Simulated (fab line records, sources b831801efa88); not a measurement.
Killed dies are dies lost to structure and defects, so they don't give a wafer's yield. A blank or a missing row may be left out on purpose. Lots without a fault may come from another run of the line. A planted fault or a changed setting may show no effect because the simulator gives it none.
A struck lot beside a sound one | flow sky130 | 15 steps out of a route of 708
Sound: wafers L942.2, L942.3, L942.5. Struck: wafers L941.1, L941.3, L941.4. The cause comes at the end.
At each step with rows: each side's tool, then ch and its chambers, then its first start. Under that, the readings that differ: sound wafers | struck wafers | difference of the means | sigmas: that difference in standard deviations of wafers without a fault.
alike: readings whose means differ by less than 2 such deviations, and words and numbers that are the same on both sides. not compared: withheld readings, readings that some wafer has no value for, bounds like >300 that may hide the same value, and numbers for which the record gives no deviation and whose values overlap.
The two part at a step that has a row with sigmas, a row that says differs or no value, or rows on one side only. Numbers that don't overlap but have no deviation are shown without sigmas and don't part them. A reading that every wafer of one side lacks parts them only if that side has two wafers or more.

SKY_METAL1_SPUTTER_02: material AlCu, target thk 250 nm, time 13.86 s.
  sound on pvd_sputter-02, day 37 05:11; struck on pvd_sputter-04, day 37 04:38
  alike: throttle_valve_pct
SKY_METAL1_SPUTTER_03: material Ti, target thk 5 nm, time 3.3 s.
  sound on pvd_sputter-02, day 37 05:12; struck on pvd_sputter-04, day 37 04:40
  alike: throttle_valve_pct
SKY_METAL1_SPUTTER_04: material TiN, target thk 70 nm, time 58.3 s.
  sound on pvd_sputter-02, day 37 05:13; struck on pvd_sputter-04, day 37 04:41
  alike: throttle_valve_pct
SKY_METAL1_RS_MEAS_05: measures by four-point-probe.
  sound on film_metro-03, day 37 05:17; struck on film_metro-01, day 37 04:44
  alike: METAL1_ALCU_RS
SKY_METAL1_THK_MEAS_06: measures by xrf.
  sound on film_metro-03, day 37 05:24; struck on film_metro-01, day 37 04:52
  alike: METAL1_ALCU_THK
then, 7 steps without rows for these wafers: SKY_METAL1_DEHYDRATE_07 (time 60 s); SKY_METAL1_HMDS_08 (prime time 60 s); SKY_METAL1_COAT_09 (resist thk 60 nm); SKY_METAL1_COAT_10 (resist thk 450 nm); SKY_METAL1_SOFTBAKE_11 (time 90 s); SKY_METAL1_EXPOSE_12 (exposes mask MM1, target cd 140 nm); SKY_METAL1_PEB_13.
SKY_METAL1_DEVELOP_14: develop time 60 s.
  sound on litho_track-01 ch 0, day 38 06:00; struck on litho_track-04 ch 0, day 38 06:00
  reading              | sound             | struck            | difference | sigmas
  developer_temp_C (C) | 21.07 21.02 21.07 | 20.34 20.54 20.33 | -0.65      | -6
  alike: chill_plate_temp_C
SKY_METAL1_CD_MEAS_15: target cd 140 nm.
  sound on cd_sem-01, day 38 07:07; struck on cd_sem-01, day 38 06:41
  alike: cd_nm
-- the record jumps here: 12 days lie between the struck wafers' starts before and after (it left off in module METAL1 and takes up again in module PAD_OPEN, whose first step shown is number 708 of the route) --
SKY_PAD_OPEN_PROBE_99:
  sound on prober-02, day 49 20:31; struck on prober-01, day 49 19:43
  alike: defect_limited_yield, killed_at_M0_to_M3, killed_at_M4_up, killed_at_contacts, killed_at_front_end, killed_at_other, killed_dies, killed_on_rim, killed_open, killed_short, sort_bin_3_pad_short, sort_bin_5_function, sort_bin_6_memory, sort_n_pass, sort_yield_pct

WHERE THEY PART
Only at SKY_METAL1_DEVELOP_14, within this record. Later steps at which nothing parts them and some readings are alike: SKY_METAL1_CD_MEAS_15, SKY_PAD_OPEN_PROBE_99.

WHY: what the simulator had put in
Process parameter drift: litho_track-04, from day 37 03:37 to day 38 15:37, at SKY_METAL1_DEVELOP_14. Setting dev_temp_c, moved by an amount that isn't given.
